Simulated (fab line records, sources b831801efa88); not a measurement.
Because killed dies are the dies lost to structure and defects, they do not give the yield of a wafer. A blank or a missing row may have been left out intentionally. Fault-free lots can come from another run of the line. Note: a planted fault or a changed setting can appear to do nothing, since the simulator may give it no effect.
fab line records + flow sfq_line
[record]
- lots = 7
- wafers = 19
- last_day = 92
route steps=325 shown L0@5 L0V@16
lots with no fault: from the same line, run without faults
start_h: the number of hours between the record's first day and the start of the first shown wafer of the lot + wait_h: hours elapsed since this lot's preceding step + " unchanged from the row above + L1.1+2: a single row standing in for several wafers + - no value, or no start given + * or withheld: withheld + < > ~ a bound
route shown NAME@n: names a module that has steps shown in the file, with the first one's number in the route + usual: the fault-free wafers' mean and standard deviation + same: alike in all rows + chamber/n: place in a boat + sites: the reading at each site + _std_site: the standard deviation of these + _edge_site: mean of outer sites minus mean of inner sites + radius_mm: how far each site lies from the wafer's centre + mask NAME#n: copy n + behind: the last tool/chamber to shape the wafer + hold: reason for holding the lot/hours on hold/outcome of the hold + device: the transistor (n, p or np) that didn't switch + end of line: the tests these same wafers got at the end of their route + a step without rows: its recipe alone + killed: not the wafer's yield, but the dies lost to structure and defects at the first sort + map: per-die view of a wafer (x killed, . not killed, _ where there is no die)
set.NAME: setting as actually run; set.NAME@STEP: the setting as run at that earlier step + model.NAME: the simulator's own value behind a step, which no gauge read
certain route steps with their lots: each step a table, each wafer a row
services: from which hour (start_h, from the record's first day; less than 0 if before it) a tool's chamber was out of use, for how many hours, and why
[[steps]]
[step SFQ_L0_THK_MEAS_902]
[recipe]
- thk_meas_gauge = xrf
- reads = MoNx_KI_of_TRILAYER_L0_DEP_SPUTTER_003
[usual]
- L0_MONX_KI_THK = 40.0/0.41
| lot.wafer | tool          | chamber | start_h | wait_h | L0_MONX_KI_THK[nm] |
|-----------|---------------|---------|---------|--------|--------------------|
| L824.1    | film_metro-01 | -       | 47.68   | 0.1    | 39.8               |
| L824.4    | "             | -       | "       | "      | 39.4               |
| L824.5    | "             | -       | "       | "      | 39.7               |
| L825.1    | film_metro-04 | -       | 52.68   | 0.1    | 39.4               |
| L825.3    | "             | -       | "       | "      | 40.2               |
| L826.1    | film_metro-02 | -       | 57.68   | 0.1    | 40.1               |
| L826.4    | "             | -       | "       | "      | 39.9               |
| L833.1    | film_metro-01 | -       | 92.68   | 0.1    | 39.8               |
| L833.4    | "             | -       | "       | "      | 40.7               |
| L833.5    | "             | -       | "       | "      | 40.0               |
| L835.2    | film_metro-01 | -       | 102.69  | 0.1    | 40.1               |
| L835.4    | "             | -       | "       | "      | 40.4               |
| L835.5    | "             | -       | "       | "      | 39.8               |
| L836.1    | film_metro-02 | -       | 107.68  | 0.1    | 40.1               |
| L836.3    | "             | -       | "       | "      | 39.8               |
| L836.4    | "             | -       | "       | "      | 40.5               |
| L839.1    | film_metro-04 | -       | 122.68  | 0.1    | 40.0               |
| L839.2    | "             | -       | "       | "      | 40.0               |
| L839.6    | "             | -       | "       | "      | 39.1               |
[step SFQ_TRILAYER_L0_LITHO_COAT_010]
[recipe]
- resist = BARC
- spin_rpm = 3000
- resist_thk_nm = 62
[step SFQ_TRILAYER_L0_LITHO_COAT_005]
[recipe]
- resist = KrF
- spin_rpm = 3000
- resist_thk_nm = 600
[step SFQ_TRILAYER_L0_LITHO_SOFTBAKE_009]
[recipe]
- temp_c = withheld
- time_s = withheld
- resist = KrF
[step SFQ_TRILAYER_L0_LITHO_EXPOSE_006]
[recipe]
- mask_id = L0
- na = 0.6
- source_shape = conventional
- sigma_outer = 0.65
- target_cd_nm = 2000
- dose_mj = 14.4
[step SFQ_TRILAYER_L0_LITHO_PEB_008]
[recipe]
- peb_temp_c = 115
- peb_time_s = 60
- resist = KrF
[step SFQ_TRILAYER_L0_LITHO_DEVELOP_007]
[recipe]
- time_s = 60
- resist = KrF
[step SFQ_TRILAYER_L0_BARC_OPEN_METAL_ETCH_010]
[recipe]
- mask_material = PR
- chemistry = O2
- target_depth_nm = 125
- target = BARC
- icp_w = 600
- bias_w = 80
- pressure_mtorr = 10
- time_s = 41.7
[usual]
- drypump_motor_current_A = 5.8/0.35
- he_backside_leak_sccm = 3.44/0.22
- oes_product_au = 0.685/0.0049
[same]
- time_s = 41.7
| lot.wafer | tool         | chamber | start_h | wait_h | drypump_motor_current_A | he_backside_leak_sccm | oes_product_au | rf_hours_counter_h |
|-----------|--------------|---------|---------|--------|-------------------------|-----------------------|----------------|--------------------|
| L824.1    | rie_metal-04 | 0       | 77.38   | 0.1    | 5.8                     | 3.35                  | 0.679          | 155                |
| L824.4    | "            | 0       | "       | "      | 5.8                     | 3.37                  | 0.694          | -                  |
| L824.5    | "            | 0       | "       | "      | 5.8                     | 3.29                  | 0.693          | -                  |
| L825.1    | rie_metal-01 | 1       | 82.93   | 0.1    | 5.4                     | 3.85                  | 0.682          | 186                |
| L825.3    | "            | 0       | "       | "      | 5.5                     | 3.04                  | 0.687          | -                  |
| L826.1    | rie_metal-02 | 1       | 87.73   | 0.1    | 6.3                     | 3.69                  | 0.688          | 171                |
| L826.4    | "            | 1       | "       | "      | 6.3                     | 3.52                  | 0.687          | -                  |
| L833.1    | rie_metal-01 | 0       | 127.71  | 0.1    | 5.5                     | 3.34                  | 0.694          | 15                 |
| L833.4    | "            | 1       | "       | "      | 5.4                     | 3.75                  | 0.690          | -                  |
| L833.5    | "            | 1       | "       | "      | 5.4                     | 3.82                  | 0.685          | -                  |
| L835.2    | rie_metal-04 | 0       | 137.31  | 0.1    | 5.7                     | 3.30                  | 0.695          | 166                |
| L835.4    | "            | 1       | "       | "      | 6.2                     | 3.29                  | 0.688          | -                  |
| L835.5    | "            | 0       | "       | "      | 5.8                     | 3.29                  | 0.686          | -                  |
| L836.1    | rie_metal-04 | 1       | 142.11  | 0.1    | 6.2                     | 3.41                  | 0.679          | 133                |
| L836.3    | "            | 0       | "       | "      | 5.8                     | 3.21                  | 0.678          | -                  |
| L836.4    | "            | 1       | "       | "      | 6.1                     | 3.29                  | 0.685          | -                  |
| L839.1    | rie_metal-04 | 0       | 157.71  | 0.1    | 5.8                     | 3.30                  | 0.684          | 170                |
| L839.2    | "            | 1       | "       | "      | 6.2                     | 3.53                  | 0.683          | 136                |
| L839.6    | "            | 1       | "       | "      | 6.2                     | 3.30                  | 0.693          | -                  |
[step SFQ_TRILAYER_L0_ETCH_METAL_ETCH_008]
[recipe]
- target = MoNx_KI
- stop_on = SiO2
- mask_material = PR
- chemistry = SF6/O2
- target_depth_nm = 50
- icp_w = 600
- bias_w = 80
- pressure_mtorr = 10
- time_s = 25
[usual]
- drypump_motor_current_A = 5.8/0.35
- he_backside_leak_sccm = 3.45/0.27
- oes_product_au = 0.873/0.0061
[same]
- time_s = 25
| lot.wafer | tool         | chamber | start_h | wait_h | drypump_motor_current_A | he_backside_leak_sccm | oes_product_au | rf_hours_counter_h |
|-----------|--------------|---------|---------|--------|-------------------------|-----------------------|----------------|--------------------|
| L824.1    | rie_metal-04 | 0       | 77.46   | 0.1    | 5.8                     | 3.37                  | 0.874          | 156                |
| L824.4    | "            | 0       | "       | "      | 5.8                     | 3.36                  | 0.863          | -                  |
| L824.5    | "            | 0       | "       | "      | 5.8                     | 3.34                  | 0.865          | -                  |
| L825.1    | rie_metal-01 | 1       | 82.99   | 0.0    | 5.4                     | 3.85                  | 0.878          | 186                |
| L825.3    | "            | 0       | "       | "      | 5.5                     | 3.23                  | 0.876          | -                  |
| L826.1    | rie_metal-02 | 1       | 87.79   | 0.0    | 6.3                     | 3.34                  | 0.874          | 171                |
| L826.4    | "            | 1       | "       | "      | 6.3                     | 3.41                  | 0.867          | -                  |
| L833.1    | rie_metal-01 | 0       | 127.77  | 0.0    | 5.5                     | 3.05                  | 0.871          | 15                 |
| L833.4    | "            | 1       | "       | "      | 5.5                     | 3.99                  | 0.882          | -                  |
| L833.5    | "            | 1       | "       | "      | 5.5                     | 3.89                  | 0.866          | -                  |
| L835.2    | rie_metal-04 | 0       | 137.37  | 0.0    | 5.8                     | 3.27                  | 0.870          | 166                |
| L835.4    | "            | 1       | "       | "      | 6.2                     | 3.42                  | 0.880          | -                  |
| L835.5    | "            | 0       | "       | "      | 5.8                     | 3.20                  | 0.866          | -                  |
| L836.1    | rie_metal-04 | 1       | 142.17  | 0.0    | 6.2                     | 3.52                  | 0.870          | 133                |
| L836.3    | "            | 0       | "       | "      | 5.8                     | 3.41                  | 0.869          | -                  |
| L836.4    | "            | 1       | "       | "      | 6.1                     | 3.32                  | 0.875          | -                  |
| L839.1    | rie_metal-04 | 0       | 157.77  | 0.0    | 5.8                     | 3.42                  | 0.878          | 170                |
| L839.2    | "            | 1       | "       | "      | 6.1                     | 3.40                  | 0.877          | 136                |
| L839.6    | "            | 1       | "       | "      | 6.2                     | 3.20                  | 0.868          | -                  |
[step SFQ_TRILAYER_L0_STRIP_STRIP_009]
[recipe]
- gas = O2
- power_w = 200
- platen_temp_c = 40
- overash_fraction = 0.65
- chemistry = O2
- pressure_mtorr = 50
[usual]
- drypump_motor_current_A = 5.8/0.35
- he_backside_leak_sccm = 3.5/0.38
- oes_product_au = 0.997/0.0079
[same]
- overash_fraction = 0.65
| lot.wafer | tool         | chamber | start_h | wait_h | drypump_motor_current_A | he_backside_leak_sccm | oes_product_au | rf_hours_counter_h |
|-----------|--------------|---------|---------|--------|-------------------------|-----------------------|----------------|--------------------|
| L824.1    | rie_metal-04 | 0       | 77.52   | 0.0    | 5.8                     | 3.2                   | 0.994          | 156                |
| L824.4    | "            | 0       | "       | "      | 5.8                     | 3.3                   | 0.997          | -                  |
| L824.5    | "            | 0       | "       | "      | 5.8                     | 3.4                   | 1.007          | -                  |
| L825.1    | rie_metal-01 | 1       | 83.04   | 0.0    | 5.4                     | 4.0                   | 0.996          | 186                |
| L825.3    | "            | 0       | "       | "      | 5.5                     | 3.3                   | 1.013          | -                  |
| L826.1    | rie_metal-02 | 1       | 87.84   | 0.0    | 6.3                     | 3.6                   | 1.012          | 171                |
| L826.4    | "            | 1       | "       | "      | 6.3                     | 3.5                   | 0.997          | -                  |
| L833.1    | rie_metal-01 | 0       | 127.82  | 0.0    | 5.5                     | 3.3                   | 1.004          | 15                 |
| L833.4    | "            | 1       | "       | "      | 5.4                     | 3.8                   | 0.985          | -                  |
| L833.5    | "            | 1       | "       | "      | 5.4                     | 3.9                   | 0.989          | -                  |
| L835.2    | rie_metal-04 | 0       | 137.42  | 0.0    | 5.8                     | 3.5                   | 0.992          | 166                |
| L835.4    | "            | 1       | "       | "      | 6.2                     | 3.5                   | 0.993          | -                  |
| L835.5    | "            | 0       | "       | "      | 5.8                     | 3.4                   | 0.997          | -                  |
| L836.1    | rie_metal-04 | 1       | 142.22  | 0.0    | 6.1                     | 3.3                   | 0.991          | 133                |
| L836.3    | "            | 0       | "       | "      | 5.8                     | 3.3                   | 0.985          | -                  |
| L836.4    | "            | 1       | "       | "      | 6.1                     | 3.3                   | 1.000          | -                  |
| L839.1    | rie_metal-04 | 0       | 157.82  | 0.0    | 5.8                     | 3.3                   | 1.000          | 170                |
| L839.2    | "            | 1       | "       | "      | 6.1                     | 3.3                   | 0.991          | 136                |
| L839.6    | "            | 1       | "       | "      | 6.1                     | 3.4                   | 0.986          | -                  |
[step SFQ_TRILAYER_L0_STRIP_SOLV_CLEAN_010]
[recipe]
- chemistry = NMP
- temp_c = 70
- time_s = 600
[step SFQ_TRILAYER_L0_CAP_PECVD_011]
[recipe]
- material = SiO2
- temp_c = 150
- time_s = 13.333
- pressure_torr = 2.4
- rf_w = 183.3
- precursor = SiH4/N2O
- target_thk_nm = 60
[usual]
- heater_power_w = 87/21
- throttle_valve_pct = 24.0/1.5
[same]
- time_s = 13.333
| lot.wafer | tool     | chamber | start_h | wait_h | heater_power_w | throttle_valve_pct |
|-----------|----------|---------|---------|--------|----------------|--------------------|
| L824.1    | pecvd-01 | 2       | 78.50   | 0.0    | 88             | 23.1               |
| L824.4    | "        | 1       | "       | "      | 126            | 22.4               |
| L824.5    | "        | 0       | "       | "      | 78             | 22.3               |
| L825.1    | pecvd-04 | 1       | 83.81   | 0.0    | 55             | 26.8               |
| L825.3    | "        | 0       | "       | "      | 65             | 24.2               |
| L826.1    | pecvd-04 | 1       | 88.61   | 0.0    | 51             | 26.9               |
| L826.4    | "        | 2       | "       | "      | 92             | 24.0               |
| L833.1    | pecvd-02 | 0       | 128.59  | 0.0    | 86             | 23.3               |
| L833.4    | "        | 0       | "       | "      | 87             | 23.4               |
| L833.5    | "        | 2       | "       | "      | 89             | 24.4               |
| L835.2    | pecvd-02 | 1       | 138.19  | 0.0    | 119            | 26.4               |
| L835.4    | "        | 1       | "       | "      | 118            | 26.0               |
| L835.5    | "        | 2       | "       | "      | 96             | 24.1               |
| L836.1    | pecvd-01 | 0       | 142.99  | 0.0    | 72             | 22.4               |
| L836.3    | "        | 1       | "       | "      | 114            | 22.6               |
| L836.4    | "        | 1       | "       | "      | 116            | 22.4               |
| L839.1    | pecvd-01 | 1       | 158.59  | 0.0    | 127            | 22.9               |
| L839.2    | "        | 2       | "       | "      | 92             | 23.4               |
| L839.6    | "        | 0       | "       | "      | 75             | 22.5               |
[step SFQ_TRILAYER_L0_VIA_LITHO_COAT_018]
[recipe]
- resist = BARC
- spin_rpm = 3000
- resist_thk_nm = 62
| lot.wafer | tool           | chamber | start_h | wait_h | model.BARC_of_TRILAYER_L0_VIA_LITHO_COAT_018.thk_nm |
|-----------|----------------|---------|---------|--------|-----------------------------------------------------|
| L824.1    | litho_track-01 | 0       | 78.52   | 0.0    | 62.27                                               |
| L824.4    | "              | 0       | "       | "      | 63.53                                               |
| L824.5    | "              | 0       | "       | "      | 62.05                                               |
| L825.1    | litho_track-01 | 0       | 83.83   | 0.0    | 61.86                                               |
| L825.3    | "              | 0       | "       | "      | 63.21                                               |
| L826.1    | litho_track-01 | 0       | 88.63   | 0.0    | 62.16                                               |
| L826.4    | "              | 0       | "       | "      | 63.32                                               |
| L833.1    | litho_track-02 | 0       | 128.91  | 0.3    | 61.98                                               |
| L833.4    | "              | 0       | "       | "      | 61.82                                               |
| L833.5    | "              | 0       | "       | "      | 61.89                                               |
| L835.2    | litho_track-03 | 0       | 138.27  | 0.1    | 61.96                                               |
| L835.4    | "              | 0       | "       | "      | 62.04                                               |
| L835.5    | "              | 0       | "       | "      | 62.22                                               |
| L836.1    | litho_track-03 | 0       | 143.02  | 0.0    | 62.08                                               |
| L836.3    | "              | 0       | "       | "      | 61.96                                               |
| L836.4    | "              | 0       | "       | "      | 61.88                                               |
| L839.1    | litho_track-01 | 0       | 158.91  | 0.3    | 62.08                                               |
| L839.2+6  | "              | 0       | "       | "      | 61.96                                               |
[step SFQ_TRILAYER_L0_VIA_LITHO_COAT_013]
[recipe]
- resist = KrF
- spin_rpm = 3000
- resist_thk_nm = 650
[step SFQ_TRILAYER_L0_VIA_LITHO_SOFTBAKE_017]
[recipe]
- temp_c = withheld
- time_s = withheld
- resist = KrF
[step SFQ_TRILAYER_L0_VIA_LITHO_EXPOSE_014]
[recipe]
- mask_id = L0V
- na = 0.6
- source_shape = conventional
- sigma_outer = 0.65
- target_cd_nm = 700
- dose_mj = 21.3
[step SFQ_TRILAYER_L0_VIA_LITHO_PEB_016]
[recipe]
- peb_temp_c = 115
- peb_time_s = 60
- resist = KrF
[step SFQ_TRILAYER_L0_VIA_LITHO_DEVELOP_015]
[recipe]
- time_s = 60
- resist = KrF
[step SFQ_L0V_OVL_MEAS_903]
[usual]
- L0V_OVL = -1/6.7
| lot.wafer | tool       | chamber | start_h | wait_h | L0V_OVL[nm] |
|-----------|------------|---------|---------|--------|-------------|
| L824.1    | overlay-02 | -       | 115.71  | 0.1    | 6           |
| L824.4    | "          | -       | "       | "      | 0           |
| L824.5    | "          | -       | "       | "      | 11          |
| L825.1    | overlay-01 | -       | 119.31  | 0.1    | 4           |
| L825.3    | "          | -       | "       | "      | 3           |
| L826.1    | overlay-02 | -       | 125.31  | 0.1    | 1           |
| L826.4    | "          | -       | "       | "      | -3          |
| L833.1    | overlay-01 | -       | 165.91  | 0.1    | -12         |
| L833.4    | "          | -       | "       | "      | -4          |
| L833.5    | "          | -       | "       | "      | -7          |
| L835.2    | overlay-01 | -       | 174.49  | 0.1    | 1           |
| L835.4    | "          | -       | "       | "      | 1           |
| L835.5    | "          | -       | "       | "      | 2           |
| L836.1    | overlay-02 | -       | 176.88  | 0.1    | -3          |
| L836.3    | "          | -       | "       | "      | -4          |
| L836.4    | "          | -       | "       | "      | -9          |
| L839.1    | overlay-02 | -       | 206.46  | 0.1    | 3           |
| L839.2    | "          | -       | "       | "      | 9           |
| L839.6    | "          | -       | "       | "      | 3           |
[step SFQ_TRILAYER_L0_VIA_BARC_OPEN_VIA_ETCH_021]
[recipe]
- mask_material = PR
- chemistry = O2
- target_depth_nm = 125
- target = BARC
- source_w = 500
- bias_w = 80
- pressure_mtorr = 30
- time_s = 41.7
[usual]
- drypump_motor_current_A = 5.8/0.34
- oes_product_au = 0.685/0.0045
[same]
- time_s = 41.7
| lot.wafer | tool        | chamber | start_h | wait_h | drypump_motor_current_A | oes_product_au | rf_hours_counter_h | model.etch.depth_nm |
|-----------|-------------|---------|---------|--------|-------------------------|----------------|--------------------|---------------------|
| L824.1    | rie_diel-02 | 3       | 115.75  | 0.0    | 5.6                     | 0.686          | 1                  | 62.27               |
| L824.4    | "           | 1       | "       | "      | 5.6                     | 0.691          | 10                 | 63.53               |
| L824.5    | "           | 3       | "       | "      | 5.6                     | 0.675          | -                  | 62.05               |
| L825.1    | rie_diel-03 | 1       | 119.35  | 0.0    | 6.5                     | 0.681          | 119                | 61.86               |
| L825.3    | "           | 3       | "       | "      | 5.6                     | 0.688          | -                  | 63.21               |
| L826.1    | rie_diel-03 | 1       | 125.35  | 0.0    | 6.5                     | 0.688          | 119                | 62.16               |
| L826.4    | "           | 1       | "       | "      | 6.5                     | 0.688          | -                  | 63.32               |
| L833.1    | rie_diel-03 | 3       | 165.95  | 0.0    | 5.6                     | 0.683          | 72                 | 61.98               |
| L833.4    | "           | 0       | "       | "      | 5.3                     | 0.685          | 146                | 61.82               |
| L833.5    | "           | 1       | "       | "      | 6.5                     | 0.682          | -                  | 61.89               |
| L835.2    | rie_diel-04 | 1       | 174.52  | 0.0    | 5.3                     | 0.690          | 92                 | 61.96               |
| L835.4    | "           | 3       | "       | "      | 5.6                     | 0.685          | 109                | 62.04               |
| L835.5    | "           | 3       | "       | "      | 5.6                     | 0.687          | -                  | 62.22               |
| L836.1    | rie_diel-03 | 3       | 176.92  | 0.0    | 5.6                     | 0.686          | 72                 | 62.08               |
| L836.3    | "           | 1       | "       | "      | 6.5                     | 0.683          | 120                | 61.96               |
| L836.4    | "           | 0       | "       | "      | 5.3                     | 0.673          | 146                | 61.88               |
| L839.1    | rie_diel-02 | 1       | 206.49  | 0.0    | 5.6                     | 0.681          | 12                 | 62.08               |
| L839.2    | "           | 0       | "       | "      | 5.6                     | 0.685          | 2                  | 61.96               |
| L839.6    | "           | 0       | "       | "      | 5.6                     | 0.699          | -                  | 61.96               |
[step SFQ_TRILAYER_L0_VIA_ETCH_VIA_ETCH_016]
[recipe]
- target = SiO2
- stop_on = MoNx_KI
- mask_material = PR
- chemistry = CHF3
- target_depth_nm = 80
- source_w = 500
- bias_w = 80
- pressure_mtorr = 30
- time_s = withheld
[usual]
- drypump_motor_current_A = 5.8/0.34
- oes_product_au = 0.843/0.007
| lot.wafer | tool        | chamber | start_h | wait_h | drypump_motor_current_A | oes_product_au |
|-----------|-------------|---------|---------|--------|-------------------------|----------------|
| L824.1    | rie_diel-02 | 3       | 115.79  | 0.0    | 5.6                     | 0.836          |
| L824.4    | "           | 1       | "       | "      | 5.6                     | 0.848          |
| L824.5    | "           | 3       | "       | "      | 5.6                     | 0.859          |
| L825.1    | rie_diel-03 | 1       | 119.41  | 0.0    | 6.5                     | 0.851          |
| L825.3    | "           | 3       | "       | "      | 5.6                     | 0.843          |
| L826.1    | rie_diel-03 | 1       | 125.41  | 0.0    | 6.5                     | 0.837          |
| L826.4    | "           | 1       | "       | "      | 6.5                     | 0.846          |
| L833.1    | rie_diel-03 | 3       | 165.99  | 0.0    | 5.6                     | 0.843          |
| L833.4    | "           | 0       | "       | "      | 5.3                     | 0.856          |
| L833.5    | "           | 1       | "       | "      | 6.5                     | 0.852          |
| L835.2    | rie_diel-04 | 1       | 174.56  | 0.0    | 5.3                     | 0.847          |
| L835.4    | "           | 3       | "       | "      | 5.6                     | 0.848          |
| L835.5    | "           | 3       | "       | "      | 5.6                     | 0.839          |
| L836.1    | rie_diel-03 | 3       | 176.96  | 0.0    | 5.6                     | 0.838          |
| L836.3    | "           | 1       | "       | "      | 6.5                     | 0.836          |
| L836.4    | "           | 0       | "       | "      | 5.3                     | 0.841          |
| L839.1    | rie_diel-02 | 1       | 206.53  | 0.0    | 5.6                     | 0.830          |
| L839.2    | "           | 0       | "       | "      | 5.6                     | 0.839          |
| L839.6    | "           | 0       | "       | "      | 5.6                     | 0.847          |
[[services]]
| tool         | chamber | start_h | hours | kind           |
|--------------|---------|---------|-------|----------------|
| rie_diel-02  | 0       | 59.69   | 2.9   | repair         |
| rie_diel-02  | 0       | 62.63   | -     | clean          |
| rie_diel-02  | 0       | 62.63   | 16.1  | scheduled_down |
| rie_diel-02  | 0       | 62.63   | 16.1  | vent_cycle     |
| rie_metal-02 | -       | 74.25   | 1.4   | pm             |
| rie_metal-04 | -       | 82.32   | 2.8   | pm             |
| pecvd-04     | -       | 86.10   | 1.1   | repair         |
| pecvd-02     | 2       | 94.72   | 11.5  | repair         |
| rie_diel-04  | 3       | 95.21   | 13.0  | repair         |
| rie_metal-01 | 0       | 113.52  | 6.9   | repair         |
| rie_diel-03  | 2       | 118.70  | -     | clean          |
| rie_diel-03  | 2       | 118.70  | 13.7  | scheduled_down |
| rie_diel-03  | 2       | 118.70  | 13.7  | vent_cycle     |
| rie_diel-03  | 0       | 118.95  | 10.3  | repair         |
| rie_diel-02  | 1       | 120.78  | 6.7   | repair         |
| rie_metal-04 | 0       | 128.13  | 6.3   | repair         |
| rie_metal-04 | -       | 139.01  | 0.4   | repair         |
| rie_metal-01 | 1       | 166.82  | -     | clean          |
| rie_metal-01 | 1       | 166.82  | 22.6  | scheduled_down |
| rie_metal-01 | 1       | 166.82  | 22.6  | vent_cycle     |
| rie_metal-01 | -       | 170.67  | 14.6  | pm             |
| rie_diel-02  | 3       | 171.54  | 5.0   | repair         |
| rie_metal-02 | -       | 176.28  | 0.6   | repair         |
| rie_diel-02  | 1       | 186.74  | 7.9   | repair         |
[[key]]
first_sign none at tools or gauges
[model_effect]
- step = SFQ_TRILAYER_L0_VIA_LITHO_COAT_018
- value = BARC_of_TRILAYER_L0_VIA_LITHO_COAT_018.thk_nm
- without = 62.01
- struck = 63.35
[model_effect]
- step = SFQ_TRILAYER_L0_VIA_BARC_OPEN_VIA_ETCH_021
- value = etch.depth_nm
- without = 62.01
- struck = 63.35
met_at SFQ_TRILAYER_L0_VIA_LITHO_COAT_018
struck_wafers L824.4,L825.3,L826.4
[fault]
- kind = process_parameter_drift
- tool = litho_track-01
- chamber = -
- onset_h = 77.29
- steps = SFQ_TRILAYER_L0_VIA_LITHO_COAT_018
- channel = resist_thk_nm
- offset = 1.3399
- shape = step
- end_h = 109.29
- scope = struck_wafers_only
- acts_in = these_recipes_only
- stated = 62
